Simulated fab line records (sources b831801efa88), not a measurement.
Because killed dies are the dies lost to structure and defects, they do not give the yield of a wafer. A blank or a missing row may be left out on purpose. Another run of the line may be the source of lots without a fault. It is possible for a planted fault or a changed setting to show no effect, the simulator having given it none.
Struck lot and sound lot, side by side -- flow sky130 -- 35 out of 708 route steps
Sound: wafers L924.2, L924.3, L924.4. The struck wafers were L942.1, L942.5, L942.6. At the end, the cause is stated.
Per side, at each step with rows, come the tool, then ch with its chambers, and then its first start. Under that, the readings that differ: sound wafers -- struck wafers -- difference of the means -- sigmas: that difference in standard deviations of wafers without a fault.
alike: readings whose means differ by less than 2 such deviations, and words and numbers that are the same on both sides. not compared: withheld readings, readings that some wafer has no value for, bounds like >300 that may hide the same value, and numbers for which the record gives no deviation and whose values overlap.
The two part at a step that has a row with sigmas, a row that says differs or no value, or rows on one side only. When numbers do not overlap yet have no deviation, they are printed without sigmas and do not part them. A reading that every wafer of one side lacks parts them only if that side has two wafers or more.

first, 9 steps without rows for these wafers: SKY_VIA3_SPUTTER_20 (material TiN, target thk 20 nm, time 80 s); SKY_VIA3_CVD_21 (deposits W, target thk 390 nm, time 117.31 s); SKY_VIA3_CMP_24 (polishes, stops on SiO2, t overpolish 20 s, target thk 0 nm); SKY_METAL4_SPUTTER_00 (material Ti, target thk 15 nm, time 10 s); SKY_METAL4_SPUTTER_01 (material TiN, target thk 20 nm, time 16.7 s); SKY_METAL4_SPUTTER_02 (material AlCu, target thk 735 nm, time 39.1 s); SKY_METAL4_SPUTTER_03 (material Ti, target thk 5 nm, time 3.3 s); SKY_METAL4_SPUTTER_04 (material TiN, target thk 70 nm, time 58.3 s); SKY_CAP2M_CVD_00 (deposits SiO2, target thk 15.5 nm).
SKY_CAP2M_SPUTTER_02: material TiN, target thk 200 nm, time 166.7 s.
  struck on pvd-sputter-03, day 46 01:31; sound on pvd-sputter-04, day 41 02:48
reading,sound,struck,difference,sigmas
chamber-pressure-pa (Pa),0.3992 0.4017 0.4001,0.4558 0.4554 0.4536,+0.0546,+61
model.TiN_of_CAP2M_SPUTTER_02.thk-nm (nm),197.2 200.7 198.8,195.1 194.4 195.2,-4.0,
  alike: substrate-temp-c, throttle-valve-pct
then, 7 steps without rows for these wafers: SKY_CAP2M_DEHYDRATE_05 (time 60 s); SKY_CAP2M_HMDS_06 (prime time 60 s); SKY_CAP2M_COAT_07 (resist thk 1140 nm); SKY_CAP2M_SOFTBAKE_08 (time 60 s); SKY_CAP2M_EXPOSE_09 (exposes mask CAP2M, target cd 1000 nm); SKY_CAP2M_PEB_10; SKY_CAP2M_DEVELOP_11 (develop time 60 s).
SKY_CAP2M_METAL_ETCH_13: etches TiN in Cl2/BCl3, stops on SiO2, target depth 220 nm, time 62.9 s.
  sound on rie-metal-01 ch 0,1, day 42 01:43; struck on rie-metal-02 ch 0, day 46 21:45
reading,sound,struck,difference,sigmas
oes-product-au (a.u.),0.937 0.946 0.950,0.925 0.928 0.926,-0.018,-2
model.CAP2M.feature-depth-nm (nm),197.2 200.7 198.8,195.1 194.4 195.2,-4.0,
model.etch.depth-nm (nm),197.2 200.7 198.8,195.1 194.4 195.2,-4.0,
  alike: drypump-motor-current-A, throttle-valve-pct
  not compared: rf-hours-counter-h
then, 16 steps without rows for these wafers: SKY_CAP2M_STRIP_14 (strips in O2/N2); SKY_CAP2M_STRIP_15 (strips in post etch residue remover, time 1200 s); SKY_CAP2M_CLEAN_16 (cleans in IPA, time 180 s); SKY_CAP2M_CLEAN_17 (cleans in O3/DIW); SKY_METAL4_DEHYDRATE_05 (time 60 s); SKY_METAL4_HMDS_06 (prime time 60 s); SKY_METAL4_COAT_07 (resist thk 60 nm); SKY_METAL4_COAT_08 (resist thk 1140 nm); SKY_METAL4_SOFTBAKE_09 (time 90 s); SKY_METAL4_EXPOSE_10 (exposes mask MM4, target cd 300 nm); SKY_METAL4_PEB_11; SKY_METAL4_DEVELOP_12 (develop time 60 s); SKY_METAL4_DESCUM_15 (chemistry O2, time 8 s); SKY_METAL4_ETCH_16 (etches BARC in N2/H2, stops on SiO2, time 91.81 s, target depth 60 nm); SKY_METAL4_ETCH_17 (etches SiO2 in C4F8/O2/Ar, stops on TiN, time 3.9 s, target depth 15 nm); SKY_METAL4_METAL_ETCH_18 (etches the open film in Cl2/BCl3, stops on SiO2, target depth 845 nm, time 183.1 s).
SKY_METAL4_STRIP_20: strips in post etch residue remover, time 1200 s.
  sound on wet-bench-02 ch 1, day 43 02:24; struck on wet-bench-02 ch 3, day 47 18:19
reading,sound,struck,difference,sigmas
model.TiN_of_CAP2M_SPUTTER_02.thk-nm (nm),196.4 199.9 197.9,194.3 193.6 194.4,-4.0,
  alike: temp-c

== WHERE THEY PART ==
Last at SKY_CAP2M_METAL_ETCH_13 as far as this record goes, first at SKY_CAP2M_SPUTTER_02. Later steps at which nothing parts them and some readings are alike: SKY_METAL4_STRIP_20.

WHY: what the simulator had put in
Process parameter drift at SKY_CAP2M_SPUTTER_02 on pvd-sputter-03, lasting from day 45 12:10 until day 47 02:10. The setting chamber-pressure-pa was moved by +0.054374, starting from 0.4. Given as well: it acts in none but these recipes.
